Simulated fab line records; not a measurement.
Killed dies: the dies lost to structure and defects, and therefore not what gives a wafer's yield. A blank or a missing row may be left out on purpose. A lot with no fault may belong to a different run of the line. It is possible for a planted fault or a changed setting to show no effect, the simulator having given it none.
Comparing a struck lot with a sound one | flow sky130 | 25 out of 708 route steps
Sound: these wafers, L339.4, L339.5, L339.6. Struck: wafers L341.4, L341.5, L341.6. The cause is given at the end.
At each step with rows: each side's tool, then ch and its chambers, then its first start. Under that, the readings that differ: sound wafers | struck wafers | difference of the means | sigmas: that difference in standard deviations of wafers without a fault.
alike: same words and numbers on both sides, and readings whose means sit less than 2 such deviations apart. not compared: any withheld reading, any reading some wafer has no value for, any bound like >300 that may hide the same value, and any number with overlapping values for which the record gives no deviation.
Wherever a step has rows on one side only, a row that says differs or no value, or a row with sigmas, the two part there. Non-overlapping numbers with no deviation appear without sigmas and do not part them. Lack of a reading on every wafer of one side parts them only where that side has two or more wafers.

first, 10 steps without rows for these wafers: SKY_SONOS_ONO_COAT_08 (resist thk 1140 nm); SKY_SONOS_ONO_SOFTBAKE_09 (time 60 s); SKY_SONOS_ONO_EXPOSE_10 (exposes mask ONOM, target cd 410 nm); SKY_SONOS_ONO_PEB_11; SKY_SONOS_ONO_DEVELOP_12 (develop time 60 s); SKY_SONOS_ONO_ETCH_15 (etches the open film in CHF3/O2, target depth 19.52 nm, time 7.8 s); SKY_SONOS_ONO_WET_ETCH_16 (etches SiO2 in dHF, target depth 14 nm, time 280 s); SKY_SONOS_ONO_STRIP_17 (strips in O2/N2); SKY_SONOS_ONO_WET_ETCH_18 (etches Si3N4 in H3PO4, target depth 15 nm, time 172 s); SKY_GATE_OXIDE_CLEAN_00 (cleans in SC1/SC2, time 150 s).
SKY_GATE_OXIDE_OXIDATION_01: stabilise 600 s, purge 300 s, target thk 10.268 nm.
  sound on furnace-01 ch 0, day 16 00:59; struck on furnace-01 ch 0, day 16 10:50
  reading                                           | sound           | struck            | difference | sigmas
  model.SiO2_of_GATE_OXIDE_OXIDATION_01.thk-nm (nm) | 10.3 10.25 10.1 | 5.735 5.578 5.735 | -4.534     |
  alike: spike-tc-centre-C, spike-tc-lower-C, tube-center-temp-C, zone-power-bottom-pct, zone-power-centre-pct
SKY_GATE_OXIDE_THK_MEAS_02:
  sound on film-metro-04, day 16 02:26; struck on film-metro-01, day 16 12:30
  reading                          | sound             | struck         | difference | sigmas
  GATE_OXIDE_OXIDATION_00_THK (nm) | 10.32 10.25 10.16 | 5.79 5.60 5.75 | -4.53      | -24
  not compared: hold
then, 9 steps without rows for these wafers: SKY_GATE_OXIDE_HMDS_04 (prime time 60 s); SKY_GATE_OXIDE_COAT_05 (resist thk 1140 nm); SKY_GATE_OXIDE_SOFTBAKE_06 (time 60 s); SKY_GATE_OXIDE_EXPOSE_07 (exposes mask LVOM, target cd 600 nm); SKY_GATE_OXIDE_PEB_08; SKY_GATE_OXIDE_DEVELOP_09 (develop time 60 s); SKY_GATE_OXIDE_IMPLANT_11; SKY_GATE_OXIDE_WET_ETCH_12 (etches SiO2 in dHF, target depth 16.8 nm, time 336 s); SKY_GATE_OXIDE_STRIP_13 (strips in O2/N2).
SKY_GATE_OXIDE_TW_MEAS_14:
  sound on film-metro-02, day 17 05:59; struck on film-metro-02, day 17 16:44
  alike: GATE_OXIDE_TW
  not compared: hold
SKY_GATE_OXIDE_OXIDATION_16: stabilise 600 s, purge 300 s, target thk 3.57 nm.
  sound on furnace-02 ch 0, day 17 12:40; struck on furnace-02 ch 0, day 17 22:41
  reading                                           | sound            | struck          | difference | sigmas
  model.SiO2_of_GATE_OXIDE_OXIDATION_01.thk-nm (nm) | 11.62 11.6 11.47 | 7.51 7.369 7.49 | -4.11      |
  alike: spike-tc-centre-C, spike-tc-lower-C, tube-center-temp-C, zone-power-bottom-pct, zone-power-centre-pct
then, 1 step without rows for these wafers: SKY_POLY_GATE_CVD_00 (deposits poly-Si, target thk 180 nm, time 720 s).
-- record jumps: 31 days separate the struck wafers' starts on either side; left off in module POLY_GATE, taken up again in module PAD_OPEN, whose first shown step is the route's number 708 --
SKY_PAD_OPEN_PROBE_99:
  sound on prober-01, day 48 16:58; struck on prober-02, day 48 18:07
  reading                                | sound                         | struck                        | difference | sigmas
  model.etest.nfet_16v.r-on-ohm-um       | 1.396e+04 1.389e+04 1.391e+04 | 1.188e+04 1.178e+04 1.196e+04 | -2.047e+03 |
  model.etest.pfet_16v.r-on-ohm-um       | 1.553e+04 1.518e+04 1.542e+04 | 1.421e+04 1.408e+04 1.484e+04 | -1.000e+03 |
  model.etest.pfet-g5v0d10v5.r-on-ohm-um | 4823 4844 4827                | 3830 3820 3863                | -994       |
  model.etest.tip-sonos.rs-ohm-sq        | 2707 2692 2642                | 2030 2022 2037                | -651       |
  model.etest.nfet-g5v0d10v5.r-on-ohm-um | 1897 1913 1914                | 1515 1479 1506                | -408       |
  model.etest.nfet-g5v0d10v5.drive-ua-um | 598.6 605.1 606.2             | 907.7 916 897.4               | +303.7     |
  model.etest.nfet_05v0_nvt.drive-ua-um  | 574.4 572.7 577.8             | 814.3 824.9 804.8             | +239.7     |
  model.etest.tip-p.rs-ohm-sq            | 6924 6981 6942                | 6537 6592 6637                | -360       |
  alike: killed_at_M0_to_M3, killed_at_M4_up, killed-at-contacts, killed-at-front-end, killed-at-other, killed-dies, killed-on-rim, killed-open, killed-short

== WHERE THEY PART ==
Only at SKY_GATE_OXIDE_THK_MEAS_02, as far as this record shows. Later steps at which nothing parts them and some readings are alike: SKY_GATE_OXIDE_TW_MEAS_14, SKY_GATE_OXIDE_OXIDATION_16, SKY_PAD_OPEN_PROBE_99.

WHY: what had been put in by the simulator
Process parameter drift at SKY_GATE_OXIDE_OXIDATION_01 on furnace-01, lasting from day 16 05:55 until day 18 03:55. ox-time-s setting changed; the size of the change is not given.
